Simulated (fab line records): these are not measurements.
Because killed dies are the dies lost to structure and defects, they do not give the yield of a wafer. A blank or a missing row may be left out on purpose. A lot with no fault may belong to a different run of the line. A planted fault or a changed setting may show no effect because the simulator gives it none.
fab line records | flow sky130 | part 1 of 2: steps 1 to 23 of 34
[record] lots = 5 | wafers = 15 | lastDay = 50
route steps=708 shown METAL1@438 VIA1@458
lots that met no fault: taken from a fault-free run of the same line
startH: the number of hours between the record's first day and the start of the first shown wafer of the lot | waitH: hours since the lot's step before | " repeats the value in the row above | L1.1+2: a single row standing in for several wafers | - no value present, or no start provided | * or withheld: withheld | < > ~ a bound
route shown NAME@n: NAME is a module with steps in the file, n the number in the route of the first one | usual: mean and standard deviation over wafers with no fault | same: alike in all rows | chamber/n: place in a boat | sites: readings site by site | _std_site: standard deviation across them | _edge_site: the outer-site mean with the inner-site mean subtracted | radiusMm: how far each site lies from the wafer's centre | mask NAME#n: copy n | behind: the tool/chamber that last shaped the wafer | hold: reason for holding the lot/hours on hold/outcome of the hold | device: whichever transistor did not switch (one of n, p or np) | end of line: the tests these same wafers got at the end of their route | a step with no rows: only its recipe | killed: dies that structure and defects cost at the first sort, which is not the same as the wafer's yield | map: dies across one wafer; x = killed, . = not, _ = none there
set.NAME: the setting as run; set.NAME@STEP: as run at that earlier step | model.NAME: the simulator's own value behind a step, which no gauge read
a table for each step, a row for each wafer; lots at some steps of the route
services: from which hour (startH, from the record's first day; less than 0 if before it) a tool's chamber was out of use, for how many hours, and why
[[steps]]
[step SKY_METAL1_SPUTTER_04]
[recipe] material = TiN | targetThkNm = 70 | powerW = 6500 | timeS = 58.3 | chamberPressurePa = 0.4
[usual] throttleValvePct = 29.9/0.91
lot.wafer | tool          | chamber | startH | waitH | throttleValvePct
L076.2    | pvdSputter-04 | -       | 752.86 | 0.0   | 31.8
L076.3    | "             | -       | "      | "     | 30.0
L076.4    | "             | -       | "      | "     | 30.1
L080.2    | pvdSputter-02 | -       | 809.42 | 0.0   | 28.8
L080.3    | "             | -       | "      | "     | 29.5
L080.5    | "             | -       | "      | "     | 28.7
L082.1    | pvdSputter-01 | -       | 815.94 | 0.0   | 29.2
L082.3    | "             | -       | "      | "     | 30.8
L082.4    | "             | -       | "      | "     | 30.5
L084.2    | pvdSputter-01 | -       | 820.42 | 0.0   | 28.2
L084.5    | "             | -       | "      | "     | 30.4
L084.6    | "             | -       | "      | "     | 28.2
L095.1    | pvdSputter-04 | -       | 907.91 | 0.0   | 29.9
L095.2    | "             | -       | "      | "     | 30.1
L095.6    | "             | -       | "      | "     | 30.0
[step SKY_METAL1_RS_MEAS_05]
[recipe] thkMeasGauge = four-point-probe | reads = TiN_of_METAL1_SPUTTER_04+Ti_of_METAL1_SPUTTER_03+AlCu_of_METAL1_SPUTTER_02+TiN_of_METAL1_SPUTTER_01+Ti_of_METAL1_SPUTTER_00
[usual] METAL1_ALCU_RS = 0.1266/0.0015
lot.wafer | tool         | chamber | startH | waitH | METAL1_ALCU_RS[ohm/sq]
L076.2    | filmMetro-03 | -       | 752.93 | 0.0   | 0.1241
L076.3    | "            | -       | "      | "     | 0.1249
L076.4    | "            | -       | "      | "     | 0.1265
L080.2    | filmMetro-01 | -       | 809.49 | 0.0   | 0.1264
L080.3    | "            | -       | "      | "     | 0.1277
L080.5    | "            | -       | "      | "     | 0.1270
L082.1    | filmMetro-04 | -       | 815.99 | 0.0   | 0.1275
L082.3    | "            | -       | "      | "     | 0.1261
L082.4    | "            | -       | "      | "     | 0.1269
L084.2    | filmMetro-04 | -       | 820.49 | 0.0   | 0.1252
L084.5    | "            | -       | "      | "     | 0.1261
L084.6    | "            | -       | "      | "     | 0.1249
L095.1    | filmMetro-01 | -       | 907.96 | 0.0   | 0.1250
L095.2    | "            | -       | "      | "     | 0.1264
L095.6    | "            | -       | "      | "     | 0.1261
[step SKY_METAL1_THK_MEAS_06]
[recipe] thkMeasGauge = xrf | reads = AlCu_of_METAL1_SPUTTER_02
[usual] METAL1_ALCU_THK = 249.5/3
lot.wafer | tool         | chamber | startH | waitH | METAL1_ALCU_THK[nm]
L076.2    | filmMetro-03 | -       | 753.04 | 0.1   | 252.9
L076.3    | "            | -       | "      | "     | 249.6
L076.4    | "            | -       | "      | "     | 248.0
L080.2    | filmMetro-01 | -       | 809.60 | 0.1   | 251.5
L080.3    | "            | -       | "      | "     | 246.5
L080.5    | "            | -       | "      | "     | 247.4
L082.1    | filmMetro-04 | -       | 816.11 | 0.1   | 248.1
L082.3    | "            | -       | "      | "     | 250.1
L082.4    | "            | -       | "      | "     | 247.8
L084.2    | filmMetro-04 | -       | 820.60 | 0.1   | 250.4
L084.5    | "            | -       | "      | "     | 249.2
L084.6    | "            | -       | "      | "     | 253.3
L095.1    | filmMetro-01 | -       | 908.08 | 0.1   | 254.4
L095.2    | "            | -       | "      | "     | 250.2
L095.6    | "            | -       | "      | "     | 249.9
[step SKY_METAL1_DEHYDRATE_07]
[recipe] tempC = 200 | timeS = 60
[usual] exhaustPa = 44.9/0.86
lot.wafer | tool          | chamber | startH | waitH | exhaustPa
L076.2    | lithoTrack-02 | 0       | 764.82 | 11.8  | 44.9
L076.3    | "             | 0       | "      | "     | 44.8
L076.4    | "             | 0       | "      | "     | 45.4
L080.2    | lithoTrack-01 | 0       | 821.98 | 12.4  | 45.0
L080.3    | "             | 0       | "      | "     | 44.8
L080.5    | "             | 0       | "      | "     | 45.0
L082.1    | lithoTrack-02 | 0       | 828.04 | 11.9  | 45.5
L082.3    | "             | 0       | "      | "     | 45.4
L082.4    | "             | 0       | "      | "     | 44.8
L084.2    | lithoTrack-02 | 0       | 832.52 | 11.9  | 44.7
L084.5    | "             | 0       | "      | "     | 44.7
L084.6    | "             | 0       | "      | "     | 45.5
L095.1    | lithoTrack-01 | 0       | 919.96 | 11.9  | 45.1
L095.2    | "             | 0       | "      | "     | 44.6
L095.6    | "             | 0       | "      | "     | 44.3
[step SKY_METAL1_HMDS_08]
[recipe] primeTimeS = 60 | primeTempC = 120
[usual] exhaustPa = 45.0/0.95
lot.wafer | tool          | chamber | startH | waitH | exhaustPa
L076.2    | lithoTrack-02 | 0       | 764.97 | 0.1   | 45.9
L076.3    | "             | 0       | "      | "     | 45.1
L076.4    | "             | 0       | "      | "     | 44.4
L080.2    | lithoTrack-01 | 0       | 822.13 | 0.1   | 45.6
L080.3    | "             | 0       | "      | "     | 45.6
L080.5    | "             | 0       | "      | "     | 44.2
L082.1    | lithoTrack-02 | 0       | 828.19 | 0.1   | 44.9
L082.3    | "             | 0       | "      | "     | 43.7
L082.4    | "             | 0       | "      | "     | 44.1
L084.2    | lithoTrack-02 | 0       | 832.67 | 0.1   | 44.9
L084.5    | "             | 0       | "      | "     | 46.1
L084.6    | "             | 0       | "      | "     | 46.1
L095.1    | lithoTrack-01 | 0       | 920.11 | 0.1   | 46.9
L095.2    | "             | 0       | "      | "     | 46.5
L095.6    | "             | 0       | "      | "     | 45.6
[step SKY_METAL1_COAT_09]
[recipe] resist = BARC | tempC = withheld | timeS = withheld | spinRpm = 3000 | resistThkNm = 60
[usual] exhaustPa = 44.8/0.92 | spinSpeedRpm = 3000.1/1.8
lot.wafer | tool          | chamber | startH | waitH | exhaustPa | spinSpeedRpm
L076.2    | lithoTrack-02 | 0       | 765.12 | 0.1   | 44.3      | 2999.6
L076.3    | "             | 0       | "      | "     | 44.7      | 3002.0
L076.4    | "             | 0       | "      | "     | 44.3      | 3000.9
L080.2    | lithoTrack-01 | 0       | 822.28 | 0.1   | 42.7      | 3003.2
L080.3    | "             | 0       | "      | "     | 43.2      | 2998.8
L080.5    | "             | 0       | "      | "     | 43.9      | 2996.6
L082.1    | lithoTrack-02 | 0       | 828.34 | 0.1   | 45.7      | 2998.9
L082.3    | "             | 0       | "      | "     | 46.7      | 3001.8
L082.4    | "             | 0       | "      | "     | 46.3      | 2998.5
L084.2    | lithoTrack-02 | 0       | 832.82 | 0.1   | 45.7      | 3003.2
L084.5    | "             | 0       | "      | "     | 44.1      | 2997.5
L084.6    | "             | 0       | "      | "     | 45.8      | 3000.5
L095.1    | lithoTrack-01 | 0       | 920.26 | 0.1   | 44.9      | 3001.6
L095.2    | "             | 0       | "      | "     | 44.2      | 3000.7
L095.6    | "             | 0       | "      | "     | 44.5      | 3000.9
[step SKY_METAL1_COAT_10]
[recipe] resist = KrF-thick | spinRpm = 3000 | resistThkNm = 450
[usual] exhaustPa = 45.1/0.82 | spinSpeedRpm = 3000.0/1.9
lot.wafer | tool          | chamber | startH | waitH | exhaustPa | spinSpeedRpm
L076.2    | lithoTrack-02 | 0       | -      | -     | 46.0      | 3000.9
L076.3    | "             | 0       | "      | "     | 45.1      | 2999.9
L076.4    | "             | 0       | "      | "     | 45.1      | 3001.3
L080.2    | lithoTrack-01 | 0       | -      | -     | 44.2      | 3000.0
L080.3    | "             | 0       | "      | "     | 46.0      | 2999.3
L080.5    | "             | 0       | "      | "     | 44.9      | 3001.0
L082.1    | lithoTrack-02 | 0       | -      | -     | 44.7      | 3001.0
L082.3    | "             | 0       | "      | "     | 45.9      | 3004.5
L082.4    | "             | 0       | "      | "     | 45.4      | 3002.3
L084.2    | lithoTrack-02 | 0       | -      | -     | 44.3      | 3000.3
L084.5    | "             | 0       | "      | "     | 44.6      | 2999.2
L084.6    | "             | 0       | "      | "     | 45.5      | 2998.6
L095.1    | lithoTrack-01 | 0       | -      | -     | 44.9      | 2996.2
L095.2    | "             | 0       | "      | "     | 46.3      | 3000.8
L095.6    | "             | 0       | "      | "     | 44.8      | 2997.8
[step SKY_METAL1_SOFTBAKE_11]
[recipe] tempC = 100 | timeS = 90 | resist = KrF-thick
[usual] exhaustPa = 44.9/0.89
lot.wafer | tool          | chamber | startH | waitH | exhaustPa
L076.2    | lithoTrack-02 | 0       | -      | -     | 45.3
L076.3    | "             | 0       | "      | "     | 45.0
L076.4    | "             | 0       | "      | "     | 44.6
L080.2    | lithoTrack-01 | 0       | -      | -     | 45.4
L080.3    | "             | 0       | "      | "     | 43.9
L080.5    | "             | 0       | "      | "     | 44.4
L082.1    | lithoTrack-02 | 0       | -      | -     | 45.5
L082.3    | "             | 0       | "      | "     | 44.9
L082.4    | "             | 0       | "      | "     | 45.4
L084.2    | lithoTrack-02 | 0       | -      | -     | 44.3
L084.5    | "             | 0       | "      | "     | 42.9
L084.6    | "             | 0       | "      | "     | 44.4
L095.1    | lithoTrack-01 | 0       | -      | -     | 45.3
L095.2    | "             | 0       | "      | "     | 44.9
L095.6    | "             | 0       | "      | "     | 45.3
[step SKY_METAL1_EXPOSE_12]
[recipe] maskId = MM1 | na = 0.8 | sourceShape = annular | sigmaInner = 0.55 | sigmaOuter = 0.85 | targetCdNm = 140 | doseMj = 28
lot.wafer  | tool          | chamber | startH | waitH | mask
L076.2+3+4 | krfScanner-01 | 0       | -      | -     | MM1#0
L080.2+3+5 | krfScanner-02 | 0       | -      | -     | MM1#0
L082.1+3+4 | krfScanner-02 | 0       | -      | -     | MM1#0
L084.2+5+6 | krfScanner-02 | 0       | -      | -     | MM1#0
L095.1+2+6 | krfScanner-01 | 0       | -      | -     | MM1#0
[step SKY_METAL1_PEB_13]
[recipe] pebTempC = withheld | pebTimeS = withheld | resist = KrF-thick
[usual] exhaustPa = 45.2/0.89
lot.wafer | tool          | chamber | startH | waitH | exhaustPa
L076.2    | lithoTrack-01 | 0       | -      | -     | 44.7
L076.3    | "             | 0       | "      | "     | 44.9
L076.4    | "             | 0       | "      | "     | 44.3
L080.2    | lithoTrack-02 | 0       | -      | -     | 46.3
L080.3    | "             | 0       | "      | "     | 45.2
L080.5    | "             | 0       | "      | "     | 46.2
L082.1    | lithoTrack-02 | 0       | -      | -     | 45.9
L082.3    | "             | 0       | "      | "     | 44.4
L082.4    | "             | 0       | "      | "     | 45.9
L084.2    | lithoTrack-02 | 0       | -      | -     | 44.3
L084.5    | "             | 0       | "      | "     | 43.9
L084.6    | "             | 0       | "      | "     | 45.2
L095.1    | lithoTrack-03 | 0       | -      | -     | 46.4
L095.2    | "             | 0       | "      | "     | 45.8
L095.6    | "             | 0       | "      | "     | 44.6
[step SKY_METAL1_DEVELOP_14]
[recipe] developTimeS = 60 | resist = KrF-thick | devTempC = 21
[usual] developerTempC = 20.97/0.093 | exhaustPa = 45.0/0.85
lot.wafer | tool          | chamber | startH | waitH | developerTempC | exhaustPa
L076.2    | lithoTrack-01 | 0       | -      | -     | 21.15          | 45.2
L076.3    | "             | 0       | "      | "     | 20.99          | 45.3
L076.4    | "             | 0       | "      | "     | 20.94          | 46.3
L080.2    | lithoTrack-02 | 0       | -      | -     | 21.05          | 44.6
L080.3    | "             | 0       | "      | "     | 21.06          | 46.0
L080.5    | "             | 0       | "      | "     | 21.13          | 45.1
L082.1    | lithoTrack-02 | 0       | -      | -     | 20.95          | 45.1
L082.3    | "             | 0       | "      | "     | 20.94          | 44.9
L082.4    | "             | 0       | "      | "     | 20.99          | 44.2
L084.2    | lithoTrack-02 | 0       | -      | -     | 21.06          | 46.5
L084.5    | "             | 0       | "      | "     | 20.94          | 45.1
L084.6    | "             | 0       | "      | "     | 20.97          | 45.3
L095.1    | lithoTrack-03 | 0       | -      | -     | 20.90          | 44.8
L095.2    | "             | 0       | "      | "     | 20.97          | 44.1
L095.6    | "             | 0       | "      | "     | 21.06          | 44.8
[step SKY_METAL1_CD_MEAS_15]
[recipe] targetCdNm = 140
[usual] cdNm = 139.5/1.7
lot.wafer | tool     | chamber | startH | waitH | cdNm
L076.2    | cdSem-01 | -       | 779.08 | -     | 139.9
L076.3    | "        | -       | "      | "     | 139.2
L076.4    | "        | -       | "      | "     | 139.7
L080.2    | cdSem-01 | -       | 835.71 | -     | 140.9
L080.3    | "        | -       | "      | "     | 142.2
L080.5    | "        | -       | "      | "     | 141.6
L082.1    | cdSem-02 | -       | 842.49 | -     | 139.6
L082.3    | "        | -       | "      | "     | 138.6
L082.4    | "        | -       | "      | "     | 139.0
L084.2    | cdSem-01 | -       | 846.91 | -     | 143.8
L084.5    | "        | -       | "      | "     | 142.3
L084.6    | "        | -       | "      | "     | 142.9
L095.1    | cdSem-01 | -       | 932.33 | -     | 140.7
L095.2    | "        | -       | "      | "     | 140.4
L095.6    | "        | -       | "      | "     | 140.4
[step SKY_METAL1_OVL_MEAS_16]
[usual] METAL1_OVL = -6/4.5
lot.wafer | tool       | chamber | startH | waitH | METAL1_OVL[nm]
L076.2    | overlay-01 | -       | 779.18 | 0.1   | -9
L076.3    | "          | -       | "      | "     | -8
L076.4    | "          | -       | "      | "     | -6
L080.2    | overlay-01 | -       | 835.82 | 0.1   | -6
L080.3    | "          | -       | "      | "     | -6
L080.5    | "          | -       | "      | "     | 1
L082.1    | overlay-01 | -       | 842.61 | 0.1   | -10
L082.3    | "          | -       | "      | "     | -7
L082.4    | "          | -       | "      | "     | -7
L084.2    | overlay-02 | -       | 847.02 | 0.1   | -5
L084.5    | "          | -       | "      | "     | 1
L084.6    | "          | -       | "      | "     | -8
L095.1    | overlay-01 | -       | 932.45 | 0.1   | 1
L095.2    | "          | -       | "      | "     | -8
L095.6    | "          | -       | "      | "     | -7
[step SKY_METAL1_DESCUM_17]
[recipe] chemistry = O2 | sourcePowerW = 150 | biasPowerW = 0 | pressureMtorr = 10 | tempC = 40 | timeS = 8
[usual] chamberPressureMTorr = 10.000/0.0093 | drypumpMotorCurrentA = 5.9/0.48 | oesProductAu = 1.007/0.012 | tempC = 40.01/0.11
[same] biasPowerW = 0
lot.wafer | tool        | chamber | startH | waitH | chamberPressureMTorr | drypumpMotorCurrentA | oesProductAu | rfHoursCounterH | tempC
L076.2    | rieMetal-03 | 1       | 779.21 | 0.0   | 10.010               | 6.0                  | 0.997        | 13              | 39.87
L076.3    | "           | 0       | "      | "     | 10.000               | 6.5                  | 1.007        | -               | 40.00
L076.4    | "           | 1       | "      | "     | 10.009               | 6.0                  | 1.006        | -               | 39.99
L080.2    | rieMetal-03 | 1       | 835.85 | 0.0   | 10.000               | 6.0                  | 0.996        | 15              | 40.08
L080.3    | "           | 0       | "      | "     | 10.006               | 6.5                  | 0.999        | -               | 40.05
L080.5    | "           | 1       | "      | "     | 9.991                | 6.0                  | 1.002        | -               | 39.92
L082.1    | rieMetal-02 | 0       | 842.65 | 0.0   | 10.018               | 5.5                  | 1.003        | 7               | 39.81
L082.3    | "           | 1       | "      | "     | 9.986                | 6.2                  | 1.021        | -               | 40.14
L082.4    | "           | 0       | "      | "     | 10.003               | 5.5                  | 1.010        | -               | 39.84
L084.2    | rieMetal-02 | 1       | 847.05 | 0.0   | 10.006               | 6.2                  | 0.998        | 15              | 39.99
L084.5    | "           | 1       | "      | "     | 9.995                | 6.2                  | 1.005        | -               | 40.06
L084.6    | "           | 0       | "      | "     | 9.995                | 5.5                  | 1.005        | -               | 40.02
L095.1    | rieMetal-03 | 0       | 932.49 | 0.0   | 10.004               | 6.5                  | 0.999        | 7               | 40.06
L095.2    | "           | 1       | "      | "     | 10.000               | 6.0                  | 0.988        | 2               | 40.03
L095.6    | "           | 0       | "      | "     | 10.005               | 6.5                  | 1.013        | -               | 40.05
[step SKY_METAL1_ETCH_18]
[recipe] chemistry = N2/H2 | target = BARC | ionEnergyEv = 200 | biasW = 100 | pressureMtorr = 30 | n2FlowSccm = 100 | h2FlowSccm = 200 | icpW = 500 | stopOn = SiO2 | timeS = 45.9 | targetDepthA = 600
[usual] chamberPressureMTorr = 30.001/0.027 | drypumpMotorCurrentA = 5.9/0.48 | oesProductAu = 0.853/0.0049 | throttleValvePct = 13.227/0.01
lot.wafer | tool        | chamber | startH | waitH | chamberPressureMTorr | drypumpMotorCurrentA | oesProductAu | rfHoursCounterH | throttleValvePct
L076.2    | rieMetal-03 | 1       | 779.24 | 0.0   | 30.000               | 6.0                  | 0.852        | 13              | 13.229
L076.3    | "           | 0       | "      | "     | 29.995               | 6.5                  | 0.851        | -               | 13.241
L076.4    | "           | 1       | "      | "     | 30.019               | 6.0                  | 0.856        | -               | 13.234
L080.2    | rieMetal-03 | 1       | 835.88 | 0.0   | 29.984               | 6.0                  | 0.855        | 15              | 13.207
L080.3    | "           | 0       | "      | "     | 30.026               | 6.5                  | 0.848        | -               | 13.226
L080.5    | "           | 1       | "      | "     | 29.967               | 6.0                  | 0.855        | -               | 13.218
L082.1    | rieMetal-02 | 0       | 842.68 | 0.0   | 29.962               | 5.5                  | 0.851        | 7               | 13.227
L082.3    | "           | 1       | "      | "     | 29.989               | 6.2                  | 0.851        | -               | 13.242
L082.4    | "           | 0       | "      | "     | 29.974               | 5.6                  | 0.846        | -               | 13.208
L084.2    | rieMetal-02 | 1       | 847.08 | 0.0   | 30.014               | 6.2                  | 0.863        | 15              | 13.227
L084.5    | "           | 1       | "      | "     | 30.011               | 6.2                  | 0.856        | -               | 13.226
L084.6    | "           | 0       | "      | "     | 29.994               | 5.5                  | 0.857        | -               | 13.239
L095.1    | rieMetal-03 | 0       | 932.52 | 0.0   | 30.016               | 6.5                  | 0.854        | 7               | 13.234
L095.2    | "           | 1       | "      | "     | 30.017               | 6.0                  | 0.854        | 2               | 13.228
L095.6    | "           | 0       | "      | "     | 29.997               | 6.5                  | 0.847        | -               | 13.225
[step SKY_METAL1_METAL_ETCH_19]
[recipe] targetDepthA = 3600 | stopOn = SiO2 | overEtchFrac = 0.3 | timeS = 78 | chemistry = Cl2/BCl3 | resistSidewallDeg = 88 | pressureMtorr = 10 | icpW = 900 | biasW = 48.5 | Cl2_flow_sccm = 60 | bcl3FlowSccm = 30
[usual] bcl3FlowSccm = 30.01/0.093 | chamberPressureMTorr = 10.001/0.0083 | drypumpMotorCurrentA = 5.9/0.48 | oesProductAu = 0.854/0.0063 | throttleValvePct = 22.265/0.0089
lot.wafer | tool        | chamber | startH | waitH | bcl3FlowSccm | chamberPressureMTorr | drypumpMotorCurrentA | oesProductAu | rfHoursCounterH | throttleValvePct
L076.2    | rieMetal-03 | 1       | 779.31 | 0.0   | 29.86        | 9.998                | 6.0                  | 0.864        | 14              | 22.275
L076.3    | "           | 0       | "      | "     | 30.00        | 10.004               | 6.5                  | 0.859        | -               | 22.257
L076.4    | "           | 1       | "      | "     | 29.88        | 10.000               | 6.0                  | 0.864        | -               | 22.258
L080.2    | rieMetal-03 | 1       | 835.95 | 0.0   | 29.95        | 10.013               | 6.0                  | 0.849        | 15              | 22.276
L080.3    | "           | 0       | "      | "     | 29.92        | 10.005               | 6.5                  | 0.859        | -               | 22.279
L080.5    | "           | 1       | "      | "     | 29.80        | 10.016               | 6.0                  | 0.854        | -               | 22.268
L082.1    | rieMetal-02 | 0       | 842.75 | 0.0   | 29.93        | 9.987                | 5.6                  | 0.855        | 7               | 22.270
L082.3    | "           | 1       | "      | "     | 30.00        | 10.011               | 6.2                  | 0.846        | -               | 22.275
L082.4    | "           | 0       | "      | "     | 29.93        | 9.999                | 5.5                  | 0.857        | -               | 22.260
L084.2    | rieMetal-02 | 1       | 847.15 | 0.0   | 29.99        | 9.991                | 6.2                  | 0.856        | 15              | 22.256
L084.5    | "           | 1       | "      | "     | 30.09        | 10.009               | 6.2                  | 0.853        | -               | 22.278
L084.6    | "           | 0       | "      | "     | 29.99        | 9.999                | 5.5                  | 0.863        | -               | 22.267
L095.1    | rieMetal-03 | 0       | 932.58 | 0.0   | 30.10        | 9.990                | 6.5                  | 0.857        | 7               | 22.268
L095.2    | "           | 1       | "      | "     | 30.05        | 9.988                | 6.0                  | 0.849        | 3               | 22.282
L095.6    | "           | 0       | "      | "     | 30.03        | 9.993                | 6.5                  | 0.855        | -               | 22.259
[step SKY_METAL1_STRIP_20]
[recipe] chemistry = O2/N2 | powerW = 1400 | pressureMtorr = 1500 | platenTempC = withheld | o2FlowSccm = 3000 | n2FlowSccm = 300 | overashFraction = 0.5
[usual] chamberPressureMTorr = 1500.1/1.4 | drypumpMotorCurrentA = 5.6/0.44 | oesProductAu = 0.342/0.0046 | stripTimeToEndpointS = 2.68/0.06
lot.wafer | tool           | chamber | startH | waitH | chamberPressureMTorr | drypumpMotorCurrentA | oesProductAu | rfHoursCounterH | stripTimeToEndpointS
L076.2    | plasmaAsher-03 | 1       | 779.40 | 0.1   | 1497.1               | 6.2                  | 0.349        | 35              | 2.71
L076.3    | "              | 1       | "      | "     | 1501.6               | 6.2                  | 0.337        | -               | 2.64
L076.4    | "              | 0       | "      | "     | 1503.0               | 5.8                  | 0.335        | -               | 2.67
L080.2    | plasmaAsher-03 | 0       | 836.04 | 0.1   | 1499.0               | 5.8                  | 0.349        | 40              | 2.74
L080.3    | "              | 0       | "      | "     | 1499.0               | 5.8                  | 0.340        | -               | 2.78
L080.5    | "              | 0       | "      | "     | 1501.2               | 5.8                  | 0.338        | -               | 2.75
L082.1    | plasmaAsher-03 | 0       | 842.84 | 0.1   | 1499.2               | 5.8                  | 0.340        | 41              | 2.68
L082.3    | "              | 0       | "      | "     | 1500.7               | 5.8                  | 0.341        | -               | 2.67
L082.4    | "              | 1       | "      | "     | 1499.4               | 6.2                  | 0.344        | -               | 2.64
L084.2    | plasmaAsher-03 | 1       | 847.24 | 0.1   | 1498.9               | 6.2                  | 0.331        | 42              | 2.64
L084.5    | "              | 1       | "      | "     | 1500.5               | 6.2                  | 0.335        | -               | 2.61
L084.6    | "              | 0       | "      | "     | 1500.7               | 5.8                  | 0.339        | -               | 2.63
L095.1    | plasmaAsher-03 | 1       | 932.67 | 0.1   | 1499.8               | 6.1                  | 0.338        | 51              | 2.66
L095.2    | "              | 0       | "      | "     | 1501.0               | 5.8                  | 0.344        | 51              | 2.75
L095.6    | "              | 0       | "      | "     | 1498.9               | 5.8                  | 0.348        | -               | 2.67
[step SKY_METAL1_STRIP_21]
[recipe] chemistry = postEtchResidueRemover | timeS = 1200 | tempC = 72.5
[usual] tempC = 72.52/0.11
lot.wafer | tool        | chamber | startH | waitH | tempC
L076.2    | wetBench-04 | 2       | 779.50 | 0.1   | 72.54
L076.3    | "           | 2       | "      | "     | 72.51
L076.4    | "           | 2       | "      | "     | 72.43
L080.2    | wetBench-04 | 0       | 836.14 | 0.1   | 72.48
L080.3    | "           | 0       | "      | "     | 72.36
L080.5    | "           | 0       | "      | "     | 72.59
L082.1    | wetBench-01 | 1       | 842.94 | 0.1   | 72.45
L082.3    | "           | 1       | "      | "     | 72.35
L082.4    | "           | 1       | "      | "     | 72.62
L084.2    | wetBench-04 | 1       | 847.34 | 0.1   | 72.63
L084.5    | "           | 1       | "      | "     | 72.79
L084.6    | "           | 1       | "      | "     | 72.66
L095.1    | wetBench-02 | 1       | 932.77 | 0.1   | 72.46
L095.2    | "           | 1       | "      | "     | 72.42
L095.6    | "           | 1       | "      | "     | 72.54
[step SKY_METAL1_CLEAN_22]
[recipe] chemistry = IPA | timeS = 180 | tempC = 25
[usual] tempC = 25.02/0.11
lot.wafer | tool        | chamber | startH | waitH | tempC
L076.2    | wetBench-04 | 0       | 779.84 | 0.0   | 25.11
L076.3    | "           | 0       | "      | "     | 24.98
L076.4    | "           | 0       | "      | "     | 24.90
L080.2    | wetBench-01 | 2       | 836.48 | 0.0   | 25.09
L080.3    | "           | 2       | "      | "     | 25.08
L080.5    | "           | 2       | "      | "     | 25.13
L082.1    | wetBench-02 | 3       | 843.31 | 0.0   | 24.99
L082.3    | "           | 3       | "      | "     | 25.07
L082.4    | "           | 3       | "      | "     | 25.04
L084.2    | wetBench-01 | 3       | 847.71 | 0.0   | 25.04
L084.5    | "           | 3       | "      | "     | 24.94
L084.6    | "           | 3       | "      | "     | 25.14
L095.1    | wetBench-01 | 0       | 933.15 | 0.0   | 25.13
L095.2    | "           | 0       | "      | "     | 25.24
L095.6    | "           | 0       | "      | "     | 25.17
[step SKY_METAL1_CLEAN_23]
[recipe] chemistry = O3/DIW | dry = n2Spin
lot.wafer  | tool        | chamber | startH | waitH
L076.2+3+4 | wetBench-02 | 2       | 779.90 | 0.0
L080.2+3+5 | wetBench-02 | 0       | 836.54 | 0.0
L082.1+3+4 | wetBench-01 | 0       | 843.37 | 0.0
L084.2+5+6 | wetBench-04 | 3       | 847.77 | 0.0
L095.1+2+6 | wetBench-04 | 3       | 933.21 | 0.0
[step SKY_VIA1_HDPCVD_00]
[recipe] material = SiO2 | targetThkNm = 1030 | sigmaOpenFrac = 0.3 | timeS = 171.7 | tempC = 400 | sih4FlowSccm = 60 | pressureMtorr = 6
lot.wafer  | tool      | chamber | startH | waitH
L076.2+3+4 | hdpcvd-02 | 1,2,1   | 780.00 | 0.0
L080.2+3+5 | hdpcvd-01 | 2,1,0   | 836.63 | 0.0
L082.1+3+4 | hdpcvd-02 | 1,2,2   | 843.47 | 0.0
L084.2+5+6 | hdpcvd-02 | 0,2,0   | 847.87 | 0.0
L095.1+2+6 | hdpcvd-02 | 0,2,0   | 933.39 | 0.0
[step SKY_VIA1_THK_MEAS_01]
[recipe] reads = SiO2_of_VIA1_HDPCVD_00
[usual] VIA1_HDPCVD_THK = 1028/8.2
lot.wafer | tool         | chamber | startH | waitH | VIA1_HDPCVD_THK[nm]
L076.2    | filmMetro-01 | -       | 780.12 | 0.1   | 1022
L076.3    | "            | -       | "      | "     | 1019
L076.4    | "            | -       | "      | "     | 1027
L080.2    | filmMetro-01 | -       | 836.75 | 0.1   | 1023
L080.3    | "            | -       | "      | "     | 1021
L080.5    | "            | -       | "      | "     | 1021
L082.1    | filmMetro-03 | -       | 843.58 | 0.1   | 1035
L082.3    | "            | -       | "      | "     | 1022
L082.4    | "            | -       | "      | "     | 1023
L084.2    | filmMetro-02 | -       | 847.99 | 0.1   | 1036
L084.5    | "            | -       | "      | "     | 1049
L084.6    | "            | -       | "      | "     | 1048
L095.1    | filmMetro-02 | -       | 933.51 | 0.1   | 1020
L095.2    | "            | -       | "      | "     | 1024
L095.6    | "            | -       | "      | "     | 1033
[step SKY_VIA1_CMP_02]
[recipe] material = SiO2 | downForcePsi = 4 | platenRpm = 60 | padVelocityMS = 0.94248
[usual] motorCurrentA = 12.1/1.6
lot.wafer | tool   | chamber | startH | waitH | motorCurrentA
L076.2    | cmp-02 | 0       | 780.22 | 0.1   | 11.1
L076.4    | "      | 1       | "      | "     | 10.2
L076.3    | "      | 2       | "      | "     | 11.3
L080.3    | cmp-02 | 1       | 836.85 | 0.1   | 10.3
L080.2    | "      | 2       | "      | "     | 12.0
L080.5    | "      | 1       | "      | "     | 10.8
L082.4    | cmp-01 | 1       | 843.64 | 0.0   | 10.7
L082.1    | "      | 3       | "      | "     | 13.8
L082.3    | "      | 0       | "      | "     | 10.3
L084.2    | cmp-01 | 2       | 848.19 | 0.2   | 14.9
L084.5    | "      | 3       | "      | "     | 13.1
L084.6    | "      | 0       | "      | "     | 10.2
L095.1    | cmp-02 | 0       | 933.62 | 0.1   | 11.4
L095.2    | "      | 2       | "      | "     | 11.7
L095.6    | "      | 0       | "      | "     | 11.4
